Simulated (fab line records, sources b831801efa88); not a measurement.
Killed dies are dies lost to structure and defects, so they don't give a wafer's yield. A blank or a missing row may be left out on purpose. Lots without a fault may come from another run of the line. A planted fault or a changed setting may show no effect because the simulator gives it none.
fab line records | flow sky130
record lots=6 wafers=17 last_day=50
route steps=708 shown PWDE@48 NWELL@56 VT_ADJUST_HVTP@85 PAD_OPEN@708
lots that met no fault: from a run of the same line without faults
start_h: hours from the record's first day to the start of the lot's first wafer shown | wait_h: hours since the lot's step before | " the same as in the row above | L1.1+2: a row that stands for several wafers | - no value, or no start given | * or withheld: withheld | < > ~ a bound
route shown NAME@n: a module of which the file shows steps, and the number in the route of the first | usual: mean/standard deviation of fault-free wafers | same: alike in all rows | chamber/n: place in a boat | sites: the reading at each site | _std_site: their standard deviation | _edge_site: outer sites' mean less inner sites' | radius_mm: how far each site lies from the wafer's centre | mask NAME#n: copy n | behind: the tool/chamber that last shaped the wafer | hold: why the lot was held/for how many hours/how that ended | device: the transistor (n, p or np) that didn't switch | end of line: the same wafers' tests at the end of the route | a step without rows: its recipe alone | killed: dies lost to structure and defects at the first sort, not the wafer's yield | map: a wafer's dies, x killed, . not, _ none there
set.NAME: the setting as run; set.NAME@STEP: as run at that earlier step | model.NAME: the simulator's own value behind a step, which no gauge read
lots at some steps of the route; a table a step, a row a wafer
services: from which hour (start_h, from the record's first day; less than 0 if before it) a tool's chamber was out of use, for how many hours, and why
## steps
# step SKY_PWDE_SOFTBAKE_03
# recipe temp_c=110 time_s=withheld
# step SKY_PWDE_EXPOSE_04
# recipe mask_id=PWDEM na=0.6 source_shape=conventional sigma_outer=0.6 polarization=unpolarized target_cd_nm=840 dose_mj=214
# step SKY_PWDE_PEB_05
# recipe temp_c=115 time_s=withheld
# step SKY_PWDE_DEVELOP_06
# recipe wall_angle_deg=90 developer=TMAH develop_time_s=60 dev_temp_c=23
# step SKY_PWDE_OVL_MEAS_07
# usual PWDE_OVL=-0.8/1.2
# columns lot.wafer tool chamber start_h wait_h PWDE_OVL[nm]
L681.1 overlay-02 - 90.81 - -0.5
L681.3 " - " " 0.2
L681.4 " - " " -0.1
L682.1 overlay-01 - 94.02 - 0.7
L682.3 " - " " -0.9
L682.4 " - " " 0.8
L683.1 overlay-02 - 104.52 - -0.9
L683.3 " - " " -0.5
L683.5 " - " " -0.8
L686.2 overlay-01 - 120.82 - -1.7
L686.4 " - " " -0.9
L686.6 " - " " -0.4
L691.1 overlay-02 - 146.51 - -0.8
L691.4 " - " " -0.3
L691.6 " - " " -1.5
L695.2 overlay-01 - 166.63 - -0.8
L695.5 " - " " -2.2
# step SKY_PWDE_IMPLANT_08
# recipe species=B energy_kev=150 dose_cm2=3.6e+12 tilt_deg=withheld
# step SKY_PWDE_STRIP_09
# recipe chemistry=O2/N2 power_w=1400 pressure_mtorr=1500 platen_temp_c=withheld o2_flow_sccm=3000 n2_flow_sccm=300 overash_fraction=0.5
# usual drypump_motor_current_A=5.3/0.48 oes_product_au=0.723/0.0043 strip_time_to_endpoint_s=36.91/0.093
# columns lot.wafer tool chamber start_h wait_h drypump_motor_current_A oes_product_au rf_hours_counter_h strip_time_to_endpoint_s
L681.1 plasma_asher-01 0 91.00 0.1 5.9 0.726 40 36.80
L681.3 " 0 " " 5.9 0.723 - 36.95
L681.4 " 1 " " 4.6 0.718 - 36.85
L682.1 plasma_asher-03 0 94.21 0.1 5.4 0.729 40 36.93
L682.3 " 1 " " 5.2 0.726 - 36.96
L682.4 " 0 " " 5.4 0.730 - 36.86
L683.1 plasma_asher-01 0 104.70 0.1 5.9 0.725 41 36.80
L683.3 " 1 " " 4.6 0.721 - 36.77
L683.5 " 1 " " 4.6 0.725 - 36.82
L686.2 plasma_asher-01 1 121.00 0.1 4.6 0.719 0 36.78
L686.4 " 0 " " 5.9 0.724 - 36.83
L686.6 " 1 " " 4.7 0.732 - 36.85
L691.1 plasma_asher-03 0 146.70 0.1 5.4 0.729 45 36.87
L691.4 " 0 " " 5.4 0.710 - 36.91
L691.6 " 1 " " 5.2 0.726 - 37.12
L695.2 plasma_asher-01 0 166.81 0.1 5.9 0.725 5 36.93
L695.5 " 1 " " 4.7 0.721 - 36.96
# step SKY_PWDE_TW_MEAS_10
# usual PWDE_TW=374.6/2.8
# columns lot.wafer tool chamber start_h wait_h PWDE_TW
L681.1 film_metro-03 - 91.10 0.1 378.6
L681.3 " - " " 377.4
L681.4 " - " " 374.3
L682.1 film_metro-03 - 94.31 0.1 374.5
L682.3 " - " " 373.8
L682.4 " - " " 374.6
L683.1 film_metro-01 - 104.80 0.1 375.9
L683.3 " - " " 375.1
L683.5 " - " " 376.3
L686.2 film_metro-01 - 121.11 0.1 372.8
L686.4 " - " " 373.3
L686.6 " - " " 374.4
L691.1 film_metro-03 - 146.80 0.1 377.9
L691.4 " - " " 377.2
L691.6 " - " " 379.4
L695.2 film_metro-01 - 166.92 0.1 370.6
L695.5 " - " " 370.3
# step SKY_NWELL_DEHYDRATE_03
# recipe temp_c=200 time_s=60
# step SKY_NWELL_HMDS_04
# recipe prime_time_s=60 prime_temp_c=120
# step SKY_NWELL_COAT_05
# recipe spin_rpm=2000 resist_thk_nm=3000
# step SKY_NWELL_SOFTBAKE_06
# recipe temp_c=110 time_s=withheld
# step SKY_NWELL_EXPOSE_07
# recipe mask_id=NWM na=0.6 source_shape=conventional sigma_outer=0.6 polarization=unpolarized target_cd_nm=840 dose_mj=255
# usual exposure_dose_mJ_cm2=254.97/0.23
# columns lot.wafer tool chamber start_h wait_h mask exposure_dose_mJ_cm2
L681.1 iline_stepper-01 0 99.64 - NWM#0 255.53
L681.3 " 0 " " NWM#0 255.17
L681.4 " 0 " " NWM#0 254.95
L682.1 iline_stepper-01 0 102.82 - NWM#0 254.80
L682.3 " 0 " " NWM#0 254.85
L682.4 " 0 " " NWM#0 254.70
L683.1 iline_stepper-01 0 114.14 - NWM#0 255.08
L683.3 " 0 " " NWM#0 254.93
L683.5 " 0 " " NWM#0 254.84
L686.2 iline_stepper-02 0 131.29 - NWM#0 255.51
L686.4 " 0 " " NWM#0 255.35
L686.6 " 0 " " NWM#0 254.89
L691.1 iline_stepper-02 0 156.06 - NWM#0 254.64
L691.4 " 0 " " NWM#0 254.90
L691.6 " 0 " " NWM#0 255.02
L695.2 iline_stepper-02 0 176.43 - NWM#0 255.02
L695.5 " 0 " " NWM#0 254.89
# step SKY_NWELL_PEB_08
# recipe temp_c=115 time_s=withheld
# step SKY_NWELL_DEVELOP_09
# recipe wall_angle_deg=90 developer=TMAH develop_time_s=60 dev_temp_c=23
# step SKY_NWELL_OVL_MEAS_10
# usual NWELL_00_OVL=1.7/1.5
# columns lot.wafer tool chamber start_h wait_h NWELL_00_OVL[nm]
L681.1 overlay-01 - 107.97 - 0.8
L681.3 " - " " 1.4
L681.4 " - " " -0.1
L682.1 overlay-02 - 111.71 - 0.8
L682.3 " - " " 2.0
L682.4 " - " " 0.1
L683.1 overlay-01 - 123.16 - -0.6
L683.3 " - " " 2.4
L683.5 " - " " -1.0
L686.2 overlay-02 - 140.02 - 4.0
L686.4 " - " " 4.6
L686.6 " - " " 5.0
L691.1 overlay-02 - 164.61 - 1.5
L691.4 " - " " 0.9
L691.6 " - " " 0.9
L695.2 overlay-01 - 186.37 - 1.8
L695.5 " - " " 1.1
# step SKY_NWELL_IMPLANT_11
# recipe species=P energy_kev=400 dose_cm2=1.9e+13 tilt_deg=withheld
# step SKY_NWELL_IMPLANT_12
# recipe species=P energy_kev=120 dose_cm2=1.3e+12 tilt_deg=withheld
# step SKY_NWELL_IMPLANT_13
# recipe species=P energy_kev=50 dose_cm2=7e+11 tilt_deg=withheld
# step SKY_NWELL_STRIP_14
# recipe chemistry=O2/N2 power_w=1400 pressure_mtorr=1500 platen_temp_c=withheld o2_flow_sccm=3000 n2_flow_sccm=300 overash_fraction=0.5
# usual drypump_motor_current_A=5.2/0.44 oes_product_au=0.722/0.0047 strip_time_to_endpoint_s=36.93/0.096
# columns lot.wafer tool chamber start_h wait_h drypump_motor_current_A oes_product_au rf_hours_counter_h strip_time_to_endpoint_s
L681.1 plasma_asher-01 1 108.45 0.1 4.6 0.725 41 36.78
L681.3 " 1 " " 4.7 0.728 - 36.86
L681.4 " 0 " " 5.9 0.722 - 36.87
L682.1 plasma_asher-02 1 112.20 0.1 5.4 0.722 30 36.96
L682.3 " 0 " " 5.1 0.723 - 36.83
L682.4 " 1 " " 5.4 0.721 - 36.92
L683.1 plasma_asher-04 0 123.65 0.1 4.9 0.724 43 37.04
L683.3 " 0 " " 4.9 0.730 - 36.94
L683.5 " 0 " " 4.9 0.718 - 36.98
L686.2 plasma_asher-04 0 140.50 0.1 4.9 0.717 44 36.87
L686.4 " 0 " " 4.9 0.715 - 36.86
L686.6 " 1 " " 5.2 0.716 - 36.94
L691.1 plasma_asher-02 0 165.10 0.1 5.1 0.725 36 36.89
L691.4 " 0 " " 5.1 0.730 - 36.99
L691.6 " 1 " " 5.4 0.723 - 36.94
L695.2 plasma_asher-01 1 186.85 0.1 4.6 0.726 7 36.95
L695.5 " 0 " " 5.9 0.718 - 36.90
# step SKY_NWELL_TW_MEAS_15
# usual NWELL_TW=1827/13
# columns lot.wafer tool chamber start_h wait_h NWELL_TW
L681.1 film_metro-03 - 108.55 0.1 1836
L681.3 " - " " 1838
L681.4 " - " " 1842
L682.1 film_metro-03 - 112.30 0.1 1831
L682.3 " - " " 1833
L682.4 " - " " 1843
L683.1 film_metro-01 - 123.75 0.1 1814
L683.3 " - " " 1812
L683.5 " - " " 1814
L686.2 film_metro-04 - 140.61 0.1 1807
L686.4 " - " " 1809
L686.6 " - " " 1817
L691.1 film_metro-04 - 165.20 0.1 1810
L691.4 " - " " 1819
L691.6 " - " " 1818
L695.2 film_metro-03 - 186.96 0.1 1843
L695.5 " - " " 1838
# step SKY_NWELL_DEHYDRATE_16
# recipe temp_c=200 time_s=60
# step SKY_NWELL_HMDS_17
# recipe prime_time_s=60 prime_temp_c=120
# step SKY_NWELL_COAT_18
# recipe spin_rpm=2000 resist_thk_nm=3000
# step SKY_NWELL_SOFTBAKE_19
# recipe temp_c=110 time_s=withheld
# step SKY_NWELL_EXPOSE_20
# recipe mask_id=NWM_COMPLEMENT na=0.6 source_shape=conventional sigma_outer=0.6 polarization=unpolarized target_cd_nm=840 dose_mj=260
# step SKY_NWELL_PEB_21
# recipe temp_c=115 time_s=withheld
# step SKY_NWELL_DEVELOP_22
# recipe wall_angle_deg=90 developer=TMAH develop_time_s=60 dev_temp_c=23
# step SKY_NWELL_OVL_MEAS_23
# usual NWELL_01_OVL=1.3/1.3
# columns lot.wafer tool chamber start_h wait_h NWELL_01_OVL[nm]
L681.1 overlay-01 - 126.26 - 2.4
L681.3 " - " " 1.4
L681.4 " - " " 1.2
L682.1 overlay-02 - 130.62 - 2.0
L682.3 " - " " 3.1
L682.4 " - " " 1.2
L683.1 overlay-01 - 142.41 - 3.6
L683.3 " - " " 3.3
L683.5 " - " " 3.0
L686.2 overlay-02 - 158.77 - 0.9
L686.4 " - " " 1.1
L686.6 " - " " -0.5
L691.1 overlay-02 - 185.71 - -0.8
L691.4 " - " " 1.9
L691.6 " - " " 0.7
L695.2 overlay-02 - 208.32 - 0.7
L695.5 " - " " 1.7
# step SKY_NWELL_IMPLANT_24
# recipe species=B energy_kev=140 dose_cm2=9.2e+12 tilt_deg=withheld
# step SKY_NWELL_STRIP_25
# recipe chemistry=O2/N2 power_w=1400 pressure_mtorr=1500 platen_temp_c=withheld o2_flow_sccm=3000 n2_flow_sccm=300 overash_fraction=0.5
# usual drypump_motor_current_A=5.2/0.38 oes_product_au=0.722/0.0045 strip_time_to_endpoint_s=37.01/0.11
# columns lot.wafer tool chamber start_h wait_h drypump_motor_current_A oes_product_au rf_hours_counter_h strip_time_to_endpoint_s
L681.1 plasma_asher-02 1 126.45 0.1 5.4 0.723 32 36.97
L681.3 " 0 " " 5.0 0.724 - 37.00
L681.4 " 1 " " 5.4 0.722 - 37.03
L682.1 plasma_asher-02 1 130.80 0.1 5.4 0.728 32 37.05
L682.3 " 1 " " 5.4 0.725 - 37.03
L682.4 " 0 " " 5.1 0.723 - 36.98
L683.1 plasma_asher-02 0 142.60 0.1 5.1 0.714 34 37.08
L683.3 " 1 " " 5.4 0.725 - 37.07
L683.5 " 1 " " 5.4 0.726 - 37.01
L686.2 plasma_asher-04 0 159.10 0.2 4.9 0.714 46 36.91
L686.4 " 1 " " 5.2 0.725 - 36.81
L686.6 " 0 " " 4.9 0.726 - 36.87
L691.1 plasma_asher-01 1 185.90 0.1 4.6 0.716 7 37.04
L691.4 " 1 " " 4.6 0.727 - 37.05
L691.6 " 1 " " 4.6 0.723 - 36.96
L695.2 plasma_asher-01 1 208.50 0.1 4.7 0.723 9 37.12
L695.5 " 1 " " 4.6 0.717 - 37.19
# step SKY_NWELL_TW_MEAS_26
# usual NWELL_2_TW=498/3.1
# columns lot.wafer tool chamber start_h wait_h NWELL_2_TW
L681.1 film_metro-03 - 126.55 0.1 498
L681.3 " - " " 497
L681.4 " - " " 500
L682.1 film_metro-01 - 130.90 0.1 497
L682.3 " - " " 494
L682.4 " - " " 496
L683.1 film_metro-04 - 142.70 0.1 494
L683.3 " - " " 496
L683.5 " - " " 494
L686.2 film_metro-03 - 159.21 0.1 503
L686.4 " - " " 505
L686.6 " - " " 499
L691.1 film_metro-03 - 186.00 0.1 499
L691.4 " - " " 497
L691.6 " - " " 499
L695.2 film_metro-03 - 208.61 0.1 500
L695.5 " - " " 499
# step SKY_NWELL_CLEAN_27
# recipe chemistry=SC1/SC2 mix=1:4:20 temp_c=70 time_s=150 dry=n2_spin
# step SKY_NWELL_RTA_28
# recipe temp_c=1050 time_s=30 idle_temp_c=650 ramp_up_c_per_s=150 ramp_down_c_per_s=90 ambient=N2
# usual lamp_power_pct=25.30/0.051 wafer_temp_C_max=1054.9/0.95
# columns lot.wafer tool chamber start_h wait_h lamp_power_pct wafer_temp_C_max
L681.1 rtp_anneal-01 0 126.66 0.0 25.35 1055.7
L681.3 " 0 " " 25.33 1053.2
L681.4 " 0 " " 25.29 1053.8
L682.1 rtp_anneal-01 0 131.06 0.0 25.23 1053.8
L682.3 " 0 " " 25.33 1056.1
L682.4 " 0 " " 25.23 1054.7
L683.1 rtp_anneal-01 0 142.81 0.0 25.31 1054.9
L683.3 " 0 " " 25.25 1053.4
L683.5 " 0 " " 25.29 1056.8
L686.2 rtp_anneal-02 0 159.33 0.0 25.19 1057.4
L686.4 " 0 " " 25.27 1054.8
L686.6 " 0 " " 25.27 1053.9
L691.1 rtp_anneal-01 0 186.11 0.0 25.36 1055.2
L691.4 " 0 " " 25.29 1054.5
L691.6 " 0 " " 25.28 1055.3
L695.2 rtp_anneal-01 0 208.77 0.0 25.33 1054.3
L695.5 " 0 " " 25.35 1054.8
# step SKY_NWELL_RS_MEAS_29
# recipe thk_meas_gauge=four-point-probe
# usual NWELL_RS=624.7/1.5
# columns lot.wafer tool chamber start_h wait_h NWELL_RS[ohm/sq]
L681.1 film_metro-04 - 126.76 0.1 623.7
L681.3 " - " " 624.9
L681.4 " - " " 624.2
L682.1 film_metro-04 - 131.16 0.1 626.3
L682.3 " - " " 626.4
L682.4 " - " " 626.9
L683.1 film_metro-01 - 142.91 0.1 626.0
L683.3 " - " " 625.9
L683.5 " - " " 628.5
L686.2 film_metro-04 - 159.44 0.1 626.7
L686.4 " - " " 624.0
L686.6 " - " " 625.3
L691.1 film_metro-01 - 186.21 0.1 623.2
L691.4 " - " " 625.7
L691.6 " - " " 624.3
L695.2 film_metro-04 - 208.88 0.1 622.2
L695.5 " - " " 623.4
# step SKY_NWELL_RS_MEAS_31
# recipe thk_meas_gauge=four-point-probe
# usual PWDE_RS=5274/15
# columns lot.wafer tool chamber start_h wait_h PWDE_RS[ohm/sq]
L681.1 film_metro-04 - 127.00 0.1 5283
L681.3 " - " " 5283
L681.4 " - " " 5287
L682.1 film_metro-04 - 131.40 0.1 5257
L682.3 " - " " 5291
L682.4 " - " " 5276
L683.1 film_metro-01 - 143.15 0.1 5264
L683.3 " - " " 5267
L683.5 " - " " 5274
L686.2 film_metro-04 - 159.68 0.1 5268
L686.4 " - " " 5280
L686.6 " - " " 5278
L691.1 film_metro-01 - 186.45 0.1 5238
L691.4 " - " " 5257
L691.6 " - " " 5256
L695.2 film_metro-04 - 209.12 0.1 5291
L695.5 " - " " 5282
# step SKY_VT_ADJUST_HVTP_DEHYDRATE_00
# recipe temp_c=200 time_s=60
# step SKY_VT_ADJUST_HVTP_HMDS_01
# recipe prime_time_s=60 prime_temp_c=120
# step SKY_VT_ADJUST_HVTP_COAT_02
# recipe resist=NOVOLAK spin_rpm=3000 resist_thk_nm=1140
# step SKY_VT_ADJUST_HVTP_SOFTBAKE_03
# recipe temp_c=90 time_s=60 resist=NOVOLAK
# step SKY_VT_ADJUST_HVTP_EXPOSE_04
# recipe mask_id=HVTPM na=0.6 source_shape=conventional sigma_outer=0.6 polarization=unpolarized target_cd_nm=380 dose_mj=140
# step SKY_PAD_OPEN_PROBE_99
# usual killed_at_M0_to_M3=43/6 killed_at_M4_up=3.2/1.9 killed_at_contacts=25/5.4 killed_at_front_end=15/4.5 killed_at_other=0.3/0.59 killed_dies=87/8.7 killed_open=47/6.7 killed_short=39/5.7
# same gross_dies=492 killed_at_back_side=0
# columns lot.wafer tool chamber start_h wait_h killed_at_M0_to_M3 killed_at_M4_up killed_at_contacts killed_at_front_end killed_at_other killed_dies killed_open killed_short model.etest.res_nwell.width_nm
L681.1 prober-01 - 1106.27 0.1 48 3 19 14 0 84 44 40 848.5
L681.3 prober-01 - 1106.37 0.2 51 3 35 13 0 102 59 43 855.5
L681.4 prober-01 - 1106.42 0.2 45 6 22 18 0 91 41 50 855.4
L682.1 prober-02 - 1108.90 0.1 41 8 22 17 0 88 56 32 833.1
L682.3 prober-02 - 1109.00 0.2 36 2 25 23 0 86 43 43 842.1
L682.4 prober-02 - 1109.05 0.2 50 2 30 15 1 98 51 47 827.8
L683.1 prober-01 - 1120.64 0.1 50 0 24 11 0 85 45 40 839.2
L683.3 prober-01 - 1120.74 0.2 45 3 15 9 0 72 34 38 843.4
L683.5 prober-01 - 1120.84 0.2 46 5 24 8 0 83 44 39 857.4
L686.2 prober-02 - 1140.11 0.1 34 2 21 16 0 73 37 35 842.4
L686.4 prober-02 - 1140.21 0.2 44 1 27 11 0 83 49 33 841.3
L686.6 prober-02 - 1140.31 0.2 37 3 29 23 0 92 44 48 834.3
L691.1 prober-01 - 1166.43 0.1 46 2 36 10 0 94 54 40 843.4
L691.4 prober-01 - 1166.58 0.2 54 1 27 15 1 98 64 34 852.8
L691.6 prober-01 - 1166.68 0.2 41 2 32 10 0 85 53 32 832.5
L695.2 prober-01 - 1188.24 0.1 58 5 18 25 0 106 56 50 840.4
L695.5 prober-01 - 1188.39 0.2 44 1 26 19 0 90 44 46 850
# killed by level:class
L681.1 VIA3:geometric_particle:open=11 CONTACT:geometric_particle:open=8 METAL1:geometric_particle:short=6 VIA3:geometric_particle:short=6 FIELD_ISO:geometric_particle:open=5 POLY_GATE:geometric_particle:short=5 VIA1:geometric_particle:open=5 VIA1:geometric_particle:short=5
L681.3 VIA1:geometric_particle:open=20 LI_CONTACT:geometric_particle:open=12 VIA3:geometric_particle:open=8 VIA1:geometric_particle:short=7 CONTACT:geometric_particle:short=6 CONTACT:geometric_particle:open=6 LI_CONTACT:geometric_particle:short=5 LOCAL_INTERCONNECT:geometric_particle:short=5
L681.4 VIA1:geometric_particle:open=10 VIA3:geometric_particle:open=9 FIELD_ISO:geometric_particle:short=8 METAL1:geometric_particle:short=8 LI_CONTACT:geometric_particle:open=7 CONTACT:geometric_particle:open=5 METAL2:geometric_particle:short=5 LI_CONTACT:geometric_particle:short=4
L682.1 CONTACT:geometric_particle:open=13 VIA1:geometric_particle:open=8 VIA3:geometric_particle:open=7 POLY_GATE:geometric_particle:open=5 METAL2:geometric_particle:short=5 CONTACT:geometric_particle:short=5 METAL1:geometric_particle:short=5 METAL4:geometric_particle:short=5
L682.3 CONTACT:geometric_particle:open=9 VIA2:geometric_particle:open=8 CONTACT:geometric_particle:short=5 VIA3:geometric_particle:open=5 VIA3:geometric_particle:short=5 FIELD_ISO:geometric_particle:open=4 POLY_GATE:geometric_particle:short=4 LI_CONTACT:geometric_particle:open=4
L682.4 LI_CONTACT:geometric_particle:open=9 CONTACT:geometric_particle:open=9 VIA3:geometric_particle:short=9 VIA1:geometric_particle:open=8 CONTACT:geometric_particle:short=8 VIA3:geometric_particle:open=6 FIELD_ISO:geometric_particle:open=5 METAL1:geometric_particle:short=5
L683.1 VIA1:geometric_particle:open=12 CONTACT:geometric_particle:open=10 VIA2:geometric_particle:open=8 METAL1:geometric_particle:short=7 VIA1:geometric_particle:short=7 LI_CONTACT:geometric_particle:open=5 CONTACT:geometric_particle:short=4 VIA3:geometric_particle:short=4
L683.3 VIA1:geometric_particle:open=11 METAL2:geometric_particle:short=8 CONTACT:geometric_particle:open=6 METAL1:geometric_particle:short=5 METAL3:geometric_particle:short=5 VIA1:geometric_particle:short=4 LI_CONTACT:geometric_particle:open=3 LOCAL_INTERCONNECT:geometric_particle:short=3
L683.5 VIA1:geometric_particle:open=10 VIA3:geometric_particle:open=9 LI_CONTACT:geometric_particle:open=8 CONTACT:geometric_particle:short=5 CONTACT:geometric_particle:open=5 METAL2:geometric_particle:short=5 POLY_GATE:geometric_particle:short=4 METAL1:geometric_particle:open=4
L686.2 VIA1:geometric_particle:open=7 VIA1:geometric_particle:short=7 CONTACT:geometric_particle:short=6 CONTACT:geometric_particle:open=6 FIELD_ISO:geometric_particle:open=5 VIA3:geometric_particle:short=5 LI_CONTACT:geometric_particle:short=4 VIA2:geometric_particle:open=4
L686.4 VIA1:geometric_particle:open=13 LI_CONTACT:geometric_particle:open=8 CONTACT:geometric_particle:open=8 METAL1:geometric_particle:short=7 VIA3:geometric_particle:open=7 VIA2:geometric_particle:open=6 FIELD_ISO:geometric_particle:short=5 LOCAL_INTERCONNECT:geometric_particle:short=5
L686.6 FIELD_ISO:geometric_particle:short=10 CONTACT:geometric_particle:open=10 FIELD_ISO:geometric_particle:open=7 LI_CONTACT:geometric_particle:open=7 METAL1:geometric_particle:short=7 VIA3:geometric_particle:open=7 CONTACT:geometric_particle:short=6 LOCAL_INTERCONNECT:geometric_particle:short=4
L691.1 CONTACT:geometric_particle:open=17 VIA1:geometric_particle:open=16 METAL2:geometric_particle:short=7 VIA3:geometric_particle:open=6 LI_CONTACT:geometric_particle:open=5 LI_CONTACT:geometric_particle:short=5 CONTACT:geometric_particle:short=4 VIA1:geometric_particle:short=4
L691.4 VIA1:geometric_particle:open=18 CONTACT:geometric_particle:open=13 VIA2:geometric_particle:open=12 LI_CONTACT:geometric_particle:open=6 VIA1:geometric_particle:short=6 METAL1:geometric_particle:short=5 FIELD_ISO:geometric_particle:open=4 POLY_GATE:geometric_particle:short=4
L691.6 CONTACT:geometric_particle:open=13 VIA1:geometric_particle:open=12 LOCAL_INTERCONNECT:geometric_particle:short=8 VIA3:geometric_particle:open=6 POLY_GATE:geometric_particle:open=5 VIA2:geometric_particle:open=5 CONTACT:geometric_particle:short=4 VIA1:geometric_particle:short=4
L695.2 VIA1:geometric_particle:open=12 METAL1:geometric_particle:short=11 FIELD_ISO:geometric_particle:open=9 VIA1:geometric_particle:short=8 VIA3:geometric_particle:open=6 POLY_GATE:geometric_particle:short=5 POLY_GATE:geometric_particle:open=5 LI_CONTACT:geometric_particle:open=5
L695.5 VIA1:geometric_particle:open=12 CONTACT:geometric_particle:short=9 CONTACT:geometric_particle:open=7 VIA2:geometric_particle:open=7 VIA1:geometric_particle:short=7 POLY_GATE:geometric_particle:short=5 LI_CONTACT:geometric_particle:open=5 LOCAL_INTERCONNECT:geometric_particle:short=5
## services
# columns tool chamber start_h hours kind
iline_stepper-02 - 70.11 1.7 pm
iline_stepper-02 - 88.36 2.1 pm
iline_stepper-02 - 90.44 - consumable_replace:lamp
iline_stepper-02 - 104.25 11.7 repair
plasma_asher-04 - 105.34 0.3 repair
plasma_asher-01 - 108.75 9.0 pm
plasma_asher-01 0 108.75 9.0 vent_cycle
plasma_asher-01 1 108.75 9.0 vent_cycle
plasma_asher-01 0 117.75 - clean
plasma_asher-01 1 117.75 - clean
iline_stepper-01 - 120.73 1.7 pm
plasma_asher-04 - 126.24 2.8 pm
plasma_asher-01 - 144.23 0.8 repair
iline_stepper-01 - 144.75 1.3 repair
## key
first_sign none at tools or gauges
model_effect step=SKY_PAD_OPEN_PROBE_99 value=etest.res_nwell.width_nm without=834 struck=851.4
met_at SKY_NWELL_EXPOSE_07
struck_wafers L691.4,L695.5
tester_left_out L691,L695
onset_between 131.29 156.06
fault kind=process_parameter_drift tool=iline_stepper-02 chamber=- onset_h=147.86 steps=SKY_NWELL_EXPOSE_07 channel=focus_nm offset=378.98 shape=step end_h=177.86 scope=struck_wafers_only
# tester_left_out: of these lots the tester's yield and bins aren't shown, on N5 and GAA mostly nor the transistor test; their killed dies are dies lost to structure and defects alone, not to doping, threshold or leakage, so they don't give the yield
